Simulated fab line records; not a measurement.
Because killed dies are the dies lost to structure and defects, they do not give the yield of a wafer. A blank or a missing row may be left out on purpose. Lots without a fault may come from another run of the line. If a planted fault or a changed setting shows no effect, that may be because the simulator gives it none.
Which tool did it? ; flow gf180mcu ; 42 wafers from 14 lots sampled at 4 of the route's 602 steps

== WHAT THE GAUGES SHOWED, per wafer ==
GF_V1_THK_MEAS_25: measures by xrf. Usual: for V1_W_THK the level is 361 nm and the standard deviation is 8.1.
lot;measured;on;V1_W_THK (nm);flag
L830;day 18 06:46;filmMetro-02;353 364 357;
L831;day 18 10:13;filmMetro-03;373 372 357;
L832;day 18 21:37;filmMetro-03;361 371 353;
L833;day 19 06:36;filmMetro-02;356 366 373;
L834;day 19 16:18;filmMetro-03;353 357 367;
L836;day 20 14:47;filmMetro-01;365 354 364;
L842;day 22 21:42;filmMetro-02;355 357 372;
L843;day 23 11:30;filmMetro-02;347 367 347;
L845;day 24 01:22;filmMetro-03;354 353 375;
L847;day 24 18:27;filmMetro-03;363 361 375;
L848;day 24 23:47;filmMetro-03;350 366 355;
L849;day 25 12:47;filmMetro-03;363 355 360;
L850;day 25 07:22;filmMetro-03;376 371 358;
L851;day 25 18:29;filmMetro-03;362 364 376;

GF_V3_CD_MEAS_14: target cd 260 nm. Usual: cdNm 260.1 nm, standard deviation 1.2.
lot;measured;on;cdNm (nm);flag
L830;day 22 14:04;cdSem-02;257.7 258.8 258.0;
L831;day 22 15:59;cdSem-02;260.0 258.6 260.7;
L832;day 23 01:16;cdSem-02;260.2 260.5 258.8;
L833;day 23 09:28;cdSem-02;258.7 259.5 259.5;
L834;day 23 19:14;cdSem-01;258.7 257.9 259.1;
L836;day 24 16:15;cdSem-02;260.7 260.0 259.9;
L842;day 26 18:20;cdSem-01;260.0 260.1 260.7;
L843;day 27 05:13;cdSem-01;261.2 260.0 261.2;
L845;day 27 18:34;cdSem-01;259.8 259.1 258.8;
L847;day 28 11:04;cdSem-01;260.0 260.1 260.7;
L848;day 28 16:36;cdSem-02;262.1 262.0 262.7;
L849;day 29 02:07;cdSem-01;260.6 259.9 261.3;
L850;day 28 21:05;cdSem-01;260.4 260.6 259.7;
L851;day 29 08:13;cdSem-02;260.8 260.5 260.4;

== WHAT TOOL EACH LOT RAN ON (gives the tool, then ch and the chambers of the sampled wafers, and finally the start) ==
lot;GF_LVPWELL_IMPLANT_09;GF_V2_STRIP_18
L830;implanter-03 ch 0, day 3 22:02;plasmaAsher-01 ch 0,1, day 20 09:50
L831;implanter-04 ch 0, day 4 02:31;plasmaAsher-03 ch 0,1, day 20 13:09
L832;implanter-03 ch 0, day 4 10:32;plasmaAsher-01 ch 0,1, day 21 00:09
L833;implanter-03 ch 0, day 4 13:49;plasmaAsher-01 ch 0,1, day 21 08:20
L834;implanter-01 ch 0, day 4 18:17;plasmaAsher-03 ch 0,1, day 21 18:08
L836;implanter-03 ch 0, day 5 05:20;plasmaAsher-04 ch 0,1, day 22 16:36
L842;implanter-04 ch 0, day 6 15:49;plasmaAsher-01 ch 0,1, day 24 21:04
L843;implanter-04 ch 0, day 6 22:54;plasmaAsher-01 ch 0,1, day 25 08:58
L845;implanter-01 ch 0, day 7 11:57;plasmaAsher-01 ch 0,1, day 25 22:34
L847;implanter-04 ch 0, day 7 23:45;plasmaAsher-04 ch 0,1, day 26 16:05
L848;implanter-03 ch 0, day 8 02:38;plasmaAsher-04 ch 0,1, day 26 19:55
L849;implanter-01 ch 0, day 8 09:45;plasmaAsher-04 ch 0,1, day 27 07:28
L850;implanter-03 ch 0, day 8 12:47;plasmaAsher-01 ch 0,1, day 27 03:32
L851;implanter-04 ch 0, day 8 20:04;plasmaAsher-03 ch 0,1, day 27 14:42
- GF_LVPWELL_IMPLANT_09
- GF_V2_STRIP_18: strips in O2/N2.

== WHAT THE TOOLS THEMSELVES READ (means of the sampled wafers that have a number; where no wafer has one, the mark that the record gives instead) ==
GF_LVPWELL_IMPLANT_09. Usual: doseIonsCm2 4.999e+12, standard deviation 5e+09; faradayCurrentUA 28.1, standard deviation 0.61.
lot;tool;doseIonsCm2;faradayCurrentUA;flag
L830;implanter-03;4.998e+12;28.5;
L831;implanter-04;5.005e+12;28.6;
L832;implanter-03;5.003e+12;28.5;
L833;implanter-03;5.212e+12;29.9;OFF
L834;implanter-01;4.995e+12;27.8;
L836;implanter-03;5.212e+12;29.1;OFF
L842;implanter-04;5.000e+12;28.1;
L843;implanter-04;4.995e+12;28.0;
L845;implanter-01;5.002e+12;27.7;
L847;implanter-04;4.993e+12;27.7;
L848;implanter-03;5.004e+12;27.6;
L849;implanter-01;5.003e+12;28.5;
L850;implanter-03;5.002e+12;28.2;
L851;implanter-04;5.002e+12;28.2;

GF_V2_STRIP_18. Usual: chamberPressureMTorr 1500.1 mTorr, standard deviation 1.4; drypumpMotorCurrentA 5.7 A, standard deviation 0.52; heaterPowerW 368 W, standard deviation 37; oesProductAu 0.594 a.u., standard deviation 0.0051.
lot;tool;chamberPressureMTorr (mTorr);drypumpMotorCurrentA (A);heaterPowerW (W);oesProductAu (a.u.);flag
L830;plasmaAsher-01;1499.6;5.8;345;0.594;
L831;plasmaAsher-03;1501.7;5.1;319;0.598;
L832;plasmaAsher-01;1499.5;5.8;348;0.598;
L833;plasmaAsher-01;1501.2;5.8;350;0.596;
L834;plasmaAsher-03;1501.6;5.5;331;0.591;
L836;plasmaAsher-04;1499.2;5.3;399;0.599;
L842;plasmaAsher-01;1499.1;6.0;345;0.589;
L843;plasmaAsher-01;1500.6;5.9;346;0.597;
L845;plasmaAsher-01;1499.9;5.9;352;0.591;
L847;plasmaAsher-04;1500.4;5.8;411;0.589;
L848;plasmaAsher-04;1499.9;5.8;419;0.595;
L849;plasmaAsher-04;1499.0;5.3;392;0.590;
L850;plasmaAsher-01;1499.8;6.0;346;0.595;
L851;plasmaAsher-03;1498.7;5.5;328;0.595;

== THE ANSWER, worked out from the rows above alone ==
Rule: lot off if the mean of its wafers having a number is beyond 3 standard deviations from the usual mean. A lot without any number at a reading at which 4 lots or more have one is off too. The other lots that the step has rows for count as sound. The gauges are gone through in route order, then the tools' own readings, and for those a lot's mean is taken as printed above. The first step at which some lot is off is used, and at that step the reading that is off furthest; a lot without a number counts as furthest.
Off: L833, L836 (GF_LVPWELL_IMPLANT_09, doseIonsCm2).
A tool fits if, at that step or a process step before it, it ran every lot that is off, and no sound lot after the first of them. Of those tried, none fits.

== WHAT HAD BEEN PUT IN BY THE SIMULATOR ==
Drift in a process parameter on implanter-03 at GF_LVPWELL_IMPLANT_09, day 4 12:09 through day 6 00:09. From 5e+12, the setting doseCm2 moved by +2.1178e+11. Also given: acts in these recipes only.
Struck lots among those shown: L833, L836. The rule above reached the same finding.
